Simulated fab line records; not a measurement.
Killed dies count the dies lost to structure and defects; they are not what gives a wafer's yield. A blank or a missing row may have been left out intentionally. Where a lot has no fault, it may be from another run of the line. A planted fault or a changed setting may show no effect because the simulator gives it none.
The tool behind it: which one? :: flow sky130 :: 11 lots, 33 wafers sampled, at 6 steps of a route of 708

## WHAT THE GAUGES SHOWED, per wafer
SKY_POLY_CUT_CD_MEAS_08: the cd target is 270 nm.
lot: L997
measured: day 23 23:16
on: cdSem-01
cdNm (nm): 270.9 272.2 270.3

lot: L998
measured: day 24 09:31
on: cdSem-02
cdNm (nm): 268.8 267.6 268.1

lot: L999
measured: day 24 21:34
on: cdSem-02
cdNm (nm): 274.1 273.4 273.8

lot: L101
measured: day 25 17:43
on: cdSem-01
cdNm (nm): 270.9 270.0 270.2

lot: L105
measured: day 27 08:32
on: cdSem-01
cdNm (nm): 269.5 270.2 270.1

lot: L106
measured: day 27 13:55
on: cdSem-02
cdNm (nm): 267.3 266.8 267.0

lot: L108
measured: day 28 09:11
on: cdSem-02
cdNm (nm): 269.5 269.6 269.6

lot: L110
measured: day 28 23:38
on: cdSem-01
cdNm (nm): 269.2 270.2 270.6

lot: L116
measured: day 30 22:28
on: cdSem-02
cdNm (nm): 271.4 271.1 272.8

lot: L118
measured: day 31 14:27
on: cdSem-01
cdNm (nm): 269.7 268.8 268.2

lot: L120
measured: day 32 05:17
on: cdSem-01
cdNm (nm): 270.6 271.2 270.9

SKY_LI_CONTACT_THK_MEAS_01.
lot: L997
measured: day 27 17:04
on: filmMetro-02
LI_CONTACT_HDPCVD_THK (nm): 933 933 925

lot: L998
measured: day 28 02:28
on: filmMetro-04
LI_CONTACT_HDPCVD_THK (nm): 951 943 935

lot: L999
measured: day 28 14:37
on: filmMetro-02
LI_CONTACT_HDPCVD_THK (nm): 937 941 947

lot: L101
measured: day 29 09:31
on: filmMetro-01
LI_CONTACT_HDPCVD_THK (nm): 926 936 920

lot: L105
measured: day 30 22:46
on: filmMetro-02
LI_CONTACT_HDPCVD_THK (nm): 953 933 935

lot: L106
measured: day 31 03:23
on: filmMetro-04
LI_CONTACT_HDPCVD_THK (nm): 929 928 926

lot: L108
measured: day 31 22:25
on: filmMetro-02
LI_CONTACT_HDPCVD_THK (nm): 928 930 927

lot: L110
measured: day 32 12:23
on: filmMetro-01
LI_CONTACT_HDPCVD_THK (nm): 917 922 921

lot: L116
measured: day 34 08:29
on: filmMetro-02
LI_CONTACT_HDPCVD_THK (nm): 919 1007 933

lot: L118
measured: day 35 00:46
on: filmMetro-04
LI_CONTACT_HDPCVD_THK (nm): 1014 939 947

lot: L120
measured: day 35 14:05
on: filmMetro-02
LI_CONTACT_HDPCVD_THK (nm): 933 930 928

SKY_CONTACT_THK_MEAS_03.
lot: L997
measured: day 30 03:49
on: filmMetro-02
CONTACT_HDPCVD_THK (nm): 568 571 572

lot: L998
measured: day 30 14:06
on: filmMetro-04
CONTACT_HDPCVD_THK (nm): 567 572 561

lot: L999
measured: day 31 01:52
on: filmMetro-03
CONTACT_HDPCVD_THK (nm): 566 563 559

lot: L101
measured: day 31 20:20
on: filmMetro-03
CONTACT_HDPCVD_THK (nm): 566 562 564

lot: L105
measured: day 33 08:07
on: filmMetro-02
CONTACT_HDPCVD_THK (nm): 565 577 573

lot: L106
measured: day 33 13:05
on: filmMetro-03
CONTACT_HDPCVD_THK (nm): 558 564 561

lot: L108
measured: day 34 07:51
on: filmMetro-02
CONTACT_HDPCVD_THK (nm): 554 549 556

lot: L110
measured: day 34 20:31
on: filmMetro-02
CONTACT_HDPCVD_THK (nm): 558 564 565

lot: L116
measured: day 36 16:21
on: filmMetro-02
CONTACT_HDPCVD_THK (nm): 569 557 568

lot: L118
measured: day 37 07:19
on: filmMetro-03
CONTACT_HDPCVD_THK (nm): 557 559 565

lot: L120
measured: day 37 20:40
on: filmMetro-03
CONTACT_HDPCVD_THK (nm): 564 568 567

## EACH LOT AND THE TOOL THAT RAN IT (in order: tool; ch and the chambers of the sampled wafers; start)
lot: L997
SKY_LDD_LDN_STRIP_12: plasmaAsher-01 ch 0,1, day 22 15:23
SKY_LI_CONTACT_HDPCVD_00: hdpcvd-01 ch 0,1, day 27 16:58
SKY_LI_CONTACT_CMP_02: cmp-02 ch 0,1,2, day 27 17:17

lot: L998
SKY_LDD_LDN_STRIP_12: plasmaAsher-01 ch 0,1, day 23 02:26
SKY_LI_CONTACT_HDPCVD_00: hdpcvd-01 ch 0,1,2, day 28 02:22
SKY_LI_CONTACT_CMP_02: cmp-02 ch 1,2,3, day 28 02:35

lot: L999
SKY_LDD_LDN_STRIP_12: plasmaAsher-02 ch 1, day 23 13:23
SKY_LI_CONTACT_HDPCVD_00: hdpcvd-01 ch 0,1,2, day 28 14:31
SKY_LI_CONTACT_CMP_02: cmp-01 ch 0,1,2, day 28 14:40

lot: L101
SKY_LDD_LDN_STRIP_12: plasmaAsher-01 ch 0, day 24 11:02
SKY_LI_CONTACT_HDPCVD_00: hdpcvd-02 ch 0,1, day 29 09:25
SKY_LI_CONTACT_CMP_02: cmp-01 ch 0,1, day 29 09:37

lot: L105
SKY_LDD_LDN_STRIP_12: plasmaAsher-02 ch 0,1, day 26 02:26
SKY_LI_CONTACT_HDPCVD_00: hdpcvd-01 ch 0,1,2, day 30 22:40
SKY_LI_CONTACT_CMP_02: cmp-01 ch 1,2,3, day 30 22:53

lot: L106
SKY_LDD_LDN_STRIP_12: plasmaAsher-02 ch 0,1, day 26 07:20
SKY_LI_CONTACT_HDPCVD_00: hdpcvd-02 ch 0,1, day 31 03:16
SKY_LI_CONTACT_CMP_02: cmp-02 ch 0,2,3, day 31 03:32

lot: L108
SKY_LDD_LDN_STRIP_12: plasmaAsher-01 ch 0,1, day 27 02:08
SKY_LI_CONTACT_HDPCVD_00: hdpcvd-01 ch 0,1,2, day 31 22:19
SKY_LI_CONTACT_CMP_02: cmp-02 ch 0,1,2, day 31 22:28

lot: L110
SKY_LDD_LDN_STRIP_12: plasmaAsher-03 ch 0,1, day 27 17:07
SKY_LI_CONTACT_HDPCVD_00: hdpcvd-01 ch 0,1, day 32 12:16
SKY_LI_CONTACT_CMP_02: cmp-01 ch 0,1,2, day 32 12:32

lot: L116
SKY_LDD_LDN_STRIP_12: plasmaAsher-02 ch 1, day 29 15:53
SKY_LI_CONTACT_HDPCVD_00: hdpcvd-01 ch 0,1, day 34 08:23
SKY_LI_CONTACT_CMP_02: cmp-02 ch 1,2, day 34 08:36

lot: L118
SKY_LDD_LDN_STRIP_12: plasmaAsher-03 ch 0,1, day 30 08:47
SKY_LI_CONTACT_HDPCVD_00: hdpcvd-01 ch 0,1,2, day 35 00:40
SKY_LI_CONTACT_CMP_02: cmp-02 ch 1,2, day 35 00:49

lot: L120
SKY_LDD_LDN_STRIP_12: plasmaAsher-01 ch 0,1, day 30 23:35
SKY_LI_CONTACT_HDPCVD_00: hdpcvd-02 ch 0,2, day 35 13:58
SKY_LI_CONTACT_CMP_02: cmp-01 ch 0,2, day 35 14:13
- SKY_LDD_LDN_STRIP_12: strips in O2/N2.
- SKY_LI_CONTACT_HDPCVD_00: deposits PSG, target thk 930 nm, time 155 s.
- SKY_LI_CONTACT_CMP_02: polishes PSG.

## WHAT THE TOOLS THEMSELVES READ (means of the sampled wafers that have a number; where no wafer has one, the mark that the record gives instead)
SKY_LDD_LDN_STRIP_12.
lot: L997
tool: plasmaAsher-01
drypumpMotorCurrentA (A): 6.3
oesProductAu (a.u.): 0.717
stripTimeToEndpointS (s): 14.14

lot: L998
tool: plasmaAsher-01
drypumpMotorCurrentA (A): 6.4
oesProductAu (a.u.): 0.711
stripTimeToEndpointS (s): 14.16

lot: L999
tool: plasmaAsher-02
drypumpMotorCurrentA (A): 5.8
oesProductAu (a.u.): 0.714
stripTimeToEndpointS (s): 14.24

lot: L101
tool: plasmaAsher-01
drypumpMotorCurrentA (A): 6.6
oesProductAu (a.u.): 0.715
stripTimeToEndpointS (s): 14.15

lot: L105
tool: plasmaAsher-02
drypumpMotorCurrentA (A): 6.0
oesProductAu (a.u.): 0.719
stripTimeToEndpointS (s): 14.23

lot: L106
tool: plasmaAsher-02
drypumpMotorCurrentA (A): 5.9
oesProductAu (a.u.): 0.718
stripTimeToEndpointS (s): 14.17

lot: L108
tool: plasmaAsher-01
drypumpMotorCurrentA (A): 6.4
oesProductAu (a.u.): 0.717
stripTimeToEndpointS (s): 14.24

lot: L110
tool: plasmaAsher-03
drypumpMotorCurrentA (A): 5.4
oesProductAu (a.u.): 0.714
stripTimeToEndpointS (s): 14.11

lot: L116
tool: plasmaAsher-02
drypumpMotorCurrentA (A): 5.8
oesProductAu (a.u.): 0.720
stripTimeToEndpointS (s): 14.19

lot: L118
tool: plasmaAsher-03
drypumpMotorCurrentA (A): 5.2
oesProductAu (a.u.): 0.709
stripTimeToEndpointS (s): 14.17

lot: L120
tool: plasmaAsher-01
drypumpMotorCurrentA (A): 6.3
oesProductAu (a.u.): 0.715
stripTimeToEndpointS (s): 14.16

SKY_LI_CONTACT_HDPCVD_00.
lot: L997
tool: hdpcvd-01
runLengthS (s): 183.1
sih4FlowSccm (sccm): 59.90

lot: L998
tool: hdpcvd-01
runLengthS (s): 183.1
sih4FlowSccm (sccm): 60.00

lot: L999
tool: hdpcvd-01
runLengthS (s): 182.8
sih4FlowSccm (sccm): 59.98

lot: L101
tool: hdpcvd-02
runLengthS (s): 182.5
sih4FlowSccm (sccm): 60.11

lot: L105
tool: hdpcvd-01
runLengthS (s): 183.2
sih4FlowSccm (sccm): 59.93

lot: L106
tool: hdpcvd-02
runLengthS (s): 182.4
sih4FlowSccm (sccm): 60.03

lot: L108
tool: hdpcvd-01
runLengthS (s): 183.0
sih4FlowSccm (sccm): 59.98

lot: L110
tool: hdpcvd-01
runLengthS (s): 183.4
sih4FlowSccm (sccm): 59.97

lot: L116
tool: hdpcvd-01
runLengthS (s): 187.0
sih4FlowSccm (sccm): 60.02

lot: L118
tool: hdpcvd-01
runLengthS (s): 186.9
sih4FlowSccm (sccm): 60.16

lot: L120
tool: hdpcvd-02
runLengthS (s): 182.3
sih4FlowSccm (sccm): 60.09

SKY_LI_CONTACT_CMP_02.
lot: L997
tool: cmp-02
headPressurePsi (psi): 3.997
motorCurrentA (A): 11.6
timeToEndpointS (s): 33.1

lot: L998
tool: cmp-02
headPressurePsi (psi): 3.993
motorCurrentA (A): 11.5
timeToEndpointS (s): 34.8

lot: L999
tool: cmp-01
headPressurePsi (psi): 3.991
motorCurrentA (A): 13.0
timeToEndpointS (s): 32.9

lot: L101
tool: cmp-01
headPressurePsi (psi): 4.005
motorCurrentA (A): 13.2
timeToEndpointS (s): 32.0

lot: L105
tool: cmp-01
headPressurePsi (psi): 3.995
motorCurrentA (A): 13.0
timeToEndpointS (s): 32.3

lot: L106
tool: cmp-02
headPressurePsi (psi): 3.999
motorCurrentA (A): 11.2
timeToEndpointS (s): 33.2

lot: L108
tool: cmp-02
headPressurePsi (psi): 3.999
motorCurrentA (A): 11.0
timeToEndpointS (s): 34.8

lot: L110
tool: cmp-01
headPressurePsi (psi): 3.995
motorCurrentA (A): 13.1
timeToEndpointS (s): 29.8

lot: L116
tool: cmp-02
headPressurePsi (psi): 4.003
motorCurrentA (A): 11.3
timeToEndpointS (s): 34.5

lot: L118
tool: cmp-02
headPressurePsi (psi): 3.988
motorCurrentA (A): 11.1
timeToEndpointS (s): 37.5

lot: L120
tool: cmp-01
headPressurePsi (psi): 4.001
motorCurrentA (A): 12.7
timeToEndpointS (s): 31.7

## THE ANSWER, worked out from the rows above alone
Rule: the lots themselves supply what counts as usual. The widest of any qualifying gaps counts: lots, ordered by their means at a reading, are off when they make up no more than a third of the lots, leave a main group of 4 or more, and stand apart from it by 3 or more times the standard deviation of that group's means. The tables above print the reading to a certain number of digits; a main group whose means all agree to those digits is not used. A lot without any number at a reading at which 4 lots or more have one is off too. All remaining lots with rows at the step are treated as sound. Order of review: gauges by route order, followed by the tools' own readings, for which a lot's mean as printed above is used. At the first step where some lot is off, the reading lying furthest off is the one used; lots without a number count as furthest.
Off, at SKY_LI_CONTACT_HDPCVD_00 on runLengthS: L116, L118. For the main group the mean is 182.9 s and the standard deviation 0.37.
If a tool, at that step or one of the process steps before it, ran each lot that is off and ran no sound lot following the first of them, it fits. One fits: hdpcvd-01 at SKY_LI_CONTACT_HDPCVD_00. Its last sound lot is L110 (day 32 12:16), its first lot that is off L116 (day 34 08:23): a fault that began between those two fits.
The tool's own readings at SKY_LI_CONTACT_HDPCVD_00 bear it out: on the lots that are off they differ by more than 5 times the standard deviation of the sound lots' means. runLengthS reads 186.9 s there against 182.9 s on the sound lots.

## WHAT HAD BEEN PUT IN BY THE SIMULATOR
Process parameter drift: hdpcvd-01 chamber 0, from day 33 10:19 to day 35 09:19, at SKY_LI_CONTACT_HDPCVD_00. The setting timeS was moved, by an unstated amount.
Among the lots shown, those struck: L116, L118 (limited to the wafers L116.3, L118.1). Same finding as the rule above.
